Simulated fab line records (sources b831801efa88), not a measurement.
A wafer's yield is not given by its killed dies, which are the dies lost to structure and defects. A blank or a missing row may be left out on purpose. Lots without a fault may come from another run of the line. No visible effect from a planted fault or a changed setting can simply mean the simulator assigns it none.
Struck lot and sound lot, side by side || flow sfqLine || 42 out of 325 route steps
Sound: the wafers L466.1, L466.3, L466.6. Struck: wafer L479.1. (L479.2, L479.5 of the same lot were not struck and are left out.) The cause comes at the end.
Order at every step that has rows: each side's tool, ch and its chambers, its first start. Under that, the readings that differ: sound wafers || struck wafers || difference of the means || sigmas: that difference in standard deviations of wafers without a fault.
alike: readings with means less than 2 such deviations apart, plus words and numbers identical on both sides. not compared: withheld readings, readings lacking a value on some wafer, bounds such as >300 that could conceal the same value, and numbers that have no deviation in the record and whose values overlap.
Wherever a step has rows on one side only, a row that says differs or no value, or a row with sigmas, the two part there. Non-overlapping numbers with no deviation appear without sigmas and do not part them. A reading that every wafer of one side lacks parts them only if that side has two wafers or more.

first, 6 steps without rows for these wafers: SFQ_TRILAYER_I4_VIA_LITHO_COAT_108 (resist thk 62 nm); SFQ_TRILAYER_I4_VIA_LITHO_COAT_103 (resist thk 650 nm); SFQ_TRILAYER_I4_VIA_LITHO_SOFTBAKE_107; SFQ_TRILAYER_I4_VIA_LITHO_EXPOSE_104 (exposes mask I4, target cd 700 nm); SFQ_TRILAYER_I4_VIA_LITHO_PEB_106 (peb time 60 s); SFQ_TRILAYER_I4_VIA_LITHO_DEVELOP_105 (time 60 s).
SFQ_I4_OVL_MEAS_928:
  sound on overlay-01, day 49 17:46; struck on overlay-02, day 60 10:32
  alike: I4_OVL
then, 2 steps without rows for these wafers: SFQ_TRILAYER_I4_VIA_BARC_OPEN_VIA_ETCH_146 (etches BARC in O2, target depth 125 nm, time 41.7 s); SFQ_TRILAYER_I4_VIA_ETCH_VIA_ETCH_106 (etches SiO2 in CHF3, stops on Nb, target depth 260 nm).
SFQ_TRILAYER_I4_VIA_STRIP_STRIP_107: strips in O2.
  sound on rieMetal-01 ch 0, day 49 17:58; struck on rieMetal-01 ch 0, day 60 10:43
  alike: drypumpMotorCurrentA, oesProductAu
  not compared: rfHoursCounterH
then, 2 steps without rows for these wafers: SFQ_TRILAYER_I4_VIA_STRIP_SOLV_CLEAN_108 (cleans in NMP, time 600 s); SFQ_TRILAYER_JJ_TRILAYER_DEP_PRE_CLEAN_113 (time 22.5 s).
SFQ_TRILAYER_JJ_TRILAYER_DEP_SPUTTER_109: material Nb, target thk 150 nm, time 100 s.
  sound on pvdSputter-03, day 49 19:22; struck on pvdSputter-03, day 60 11:32
{"reading": "model.Nb_of_TRILAYER_JJ_TRILAYER_DEP_SPUTTER_109.thkNm (nm)", "sound": "148.1 151.4 149.1", "struck": 228.4, "difference": "+78.9", "sigmas": ""}
  alike: throttleValvePct
then, 2 steps without rows for these wafers: SFQ_TRILAYER_JJ_TRILAYER_DEP_SPUTTER_110 (material Al, target thk 8 nm, time 10 s); SFQ_TRILAYER_JJ_TRILAYER_DEP_AL_OXIDATION_111 (oxidation time 600 s).
SFQ_TRILAYER_JJ_TRILAYER_DEP_SPUTTER_112: material Nb, target thk 170 nm, time 113.3 s.
  sound on pvdSputter-03, day 49 20:28; struck on pvdSputter-03, day 60 12:37
  alike: throttleValvePct
SFQ_JJ_RS_MEAS_929: measurement is done with a four-point probe.
  sound on filmMetro-02, day 49 20:32; struck on filmMetro-01, day 60 12:42
  alike: JJ_NB_RS
then, 6 steps without rows for these wafers: SFQ_TRILAYER_JJ_CE_LITHO_COAT_119 (resist thk 62 nm); SFQ_TRILAYER_JJ_CE_LITHO_COAT_114 (resist thk 600 nm); SFQ_TRILAYER_JJ_CE_LITHO_SOFTBAKE_118; SFQ_TRILAYER_JJ_CE_LITHO_EXPOSE_115 (exposes mask J5, target cd 700 nm); SFQ_TRILAYER_JJ_CE_LITHO_PEB_117 (peb time 58.8 s); SFQ_TRILAYER_JJ_CE_LITHO_DEVELOP_116 (time 60 s).
-- the record jumps here: 5 days lie between the struck wafers' starts before and after --
SFQ_JJ_OVL_MEAS_931:
  sound on overlay-02, day 55 16:37; struck on overlay-01, day 65 16:58
{"reading": "J5_OVL (nm)", "sound": "9 2 3", "struck": -14, "difference": -19, "sigmas": -3}
SFQ_TRILAYER_JJ_CE_METRO_MEASURE_117:
  sound on cdSem-02, day 55 16:38; struck on cdSem-01, day 65 17:01
  alike: cdNm
SFQ_TRILAYER_JJ_CE_BARC_OPEN_RIE_150: chemistry O2, target BARC, target depth 240 nm, time 80 s.
  sound on rieMetal-04 ch 1, day 55 17:50; struck on rieMetal-02 ch 1, day 65 18:13
  alike: drypumpMotorCurrentA, oesProductAu
  not compared: rfHoursCounterH
then, 10 steps without rows for these wafers: SFQ_TRILAYER_JJ_CE_ETCH_RIE_118 (chemistry SF6, target Nb, stops on Al2O3, time 97.7 s, target depth 170 nm); SFQ_TRILAYER_JJ_ANODIZE_ANODIZE_119; SFQ_TRILAYER_JJ_CE_STRIP_STRIP_120 (strips in O2); SFQ_TRILAYER_JJ_CE_STRIP_SOLV_CLEAN_121 (cleans in NMP, time 600 s); SFQ_TRILAYER_M5_LITHO_COAT_128 (resist thk 62 nm); SFQ_TRILAYER_M5_LITHO_COAT_123 (resist thk 589.5 nm); SFQ_TRILAYER_M5_LITHO_SOFTBAKE_127; SFQ_TRILAYER_M5_LITHO_EXPOSE_124 (exposes mask M5, target cd 700 nm); SFQ_TRILAYER_M5_LITHO_PEB_126 (peb time 60 s); SFQ_TRILAYER_M5_LITHO_DEVELOP_125 (time 60 s).
SFQ_M5_OVL_MEAS_932:
  sound on overlay-02, day 55 21:43; struck on overlay-01, day 66 01:18
  alike: M5_OVL
SFQ_TRILAYER_M5_BARC_OPEN_METAL_ETCH_161: etches BARC in O2, target depth 125 nm, time 41.7 s.
  sound on rieMetal-03 ch 1, day 55 21:44; struck on rieMetal-04 ch 0, day 66 01:20
  alike: drypumpMotorCurrentA, oesProductAu
  not compared: rfHoursCounterH
SFQ_TRILAYER_M5_ETCH_METAL_ETCH_126: etches Nb in Cl2/BCl3, stops on SiO2, time 203.2 s, target depth 265 nm.
  sound on rieMetal-03 ch 1, day 55 21:48; struck on rieMetal-04 ch 0, day 66 01:23
{"reading": "oesProductAu (a.u.)", "sound": "0.721 0.735 0.727", "struck": 0.914, "difference": "+0.186", "sigmas": "+30"}
{"reading": "model.etch.depthNm (nm)", "sound": "148.1 151.4 149.1", "struck": 228.4, "difference": "+78.9", "sigmas": ""}
{"reading": "model.M5.featureDepthNm (nm)", "sound": "160.4 163.8 161.4", "struck": 240.8, "difference": "+78.9", "sigmas": ""}
  alike: drypumpMotorCurrentA
  not compared: rfHoursCounterH
then, 2 steps without rows for these wafers: SFQ_TRILAYER_M5_STRIP_STRIP_127 (strips in O2); SFQ_TRILAYER_M5_STRIP_SOLV_CLEAN_128 (cleans in NMP, time 600 s).
-- the record jumps here: 19 days lie between the struck wafers' starts before and after --
SFQ_M8_BOW_MEAS_951:
  sound on filmMetro-04, day 80 16:35; struck on filmMetro-02, day 84 23:30
{"reading": "M8_BOW (um)", "sound": "28 28 27", "struck": -1, "difference": -29, "sigmas": -2}
{"reading": "model.etest.m5.ohmUm", "sound": "1.724 1.685 1.71", "struck": 1.12, "difference": -0.59, "sigmas": ""}
{"reading": "model.etest.i4.linkOhm", "sound": "2.187 2.172 2.188", "struck": 1.71, "difference": -0.47, "sigmas": ""}
{"reading": "model.etest.i5.linkOhm", "sound": "2.291 2.246 2.267", "struck": 1.836, "difference": -0.432, "sigmas": ""}
{"reading": "model.etest.m5.ohmSq", "sound": "1.204 1.178 1.196", "struck": 0.781, "difference": -0.412, "sigmas": ""}

WHERE THEY PART
Earliest at SFQ_JJ_OVL_MEAS_931; latest, in this record, at SFQ_M8_BOW_MEAS_951.

WHY: whatever the simulator had introduced
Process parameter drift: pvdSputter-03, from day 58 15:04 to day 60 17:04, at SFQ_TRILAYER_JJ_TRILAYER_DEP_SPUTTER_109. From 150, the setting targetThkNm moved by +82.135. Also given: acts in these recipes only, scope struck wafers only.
